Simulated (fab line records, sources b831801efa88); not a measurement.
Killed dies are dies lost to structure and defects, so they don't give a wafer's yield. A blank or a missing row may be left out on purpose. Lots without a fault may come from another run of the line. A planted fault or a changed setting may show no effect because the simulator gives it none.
Chamber matching | flow gf180mcu | GF_CONTACT_ETCH_16 on rie_diel-03: 4 sister chambers
The step etches BARC in N2/H2. 8 wafers are shown with their chamber, then 7 later ones without.

WAFERS WITH THEIR CHAMBER
wafer  | chamber | drypump_motor_current_A (A) | throttle_valve_pct (%)
L854.3 | 0       | 5.9                         | 13.222
L855.1 | 2       | 5.5                         | 13.239
L856.3 | 3       | 5.8                         | 13.210
L859.1 | 1       | 5.7                         | 13.225
L859.2 | 2       | 5.5                         | 13.227
L859.5 | 1       | 5.7                         | 13.238
L866.1 | 0       | 5.8                         | 13.230
L866.5 | 3       | 5.8                         | 13.234

WAFERS WITHOUT THEIR CHAMBER
wafer  | drypump_motor_current_A (A) | throttle_valve_pct (%)
L866.6 | 5.9                         | 13.230
L868.1 | 5.5                         | 13.231
L868.2 | 5.7                         | 13.222
L868.3 | 5.7                         | 13.244
L873.2 | 5.8                         | 13.215
L873.3 | 5.8                         | 13.220
L873.4 | 5.8                         | 13.225

WHICH CHAMBER EACH WENT THROUGH
wafer  | from the rows above     | in truth
L866.6 | can't be placed: 0 or 3 | 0
L868.1 | 2                       | 2
L868.2 | can't be placed: 1 or 3 | 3
L868.3 | 1                       | 1
L873.2 | can't be placed: 3 or 0 | 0
L873.3 | can't be placed: 3 or 0 | 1
L873.4 | can't be placed: 3 or 0 | 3
Placed correctly: 2 of 7. Can't be placed from these rows: 5 (the true chamber is among the candidates in 4). Placed wrongly: 0.
How it was worked out, from the rows above alone: a wafer's distance from a chamber is the root of the sum, over the readings, of the square of ((its reading less the chamber's mean) divided by the reading's scatter). The wafer belongs to the nearest chamber; if the next one is less than 2 further off, it can't be placed. A chamber's mean is the mean of its shown wafers. The scatter: the root of (the sum of the squares of (reading less its chamber's mean) over the shown wafers, divided by (wafers less chambers)).
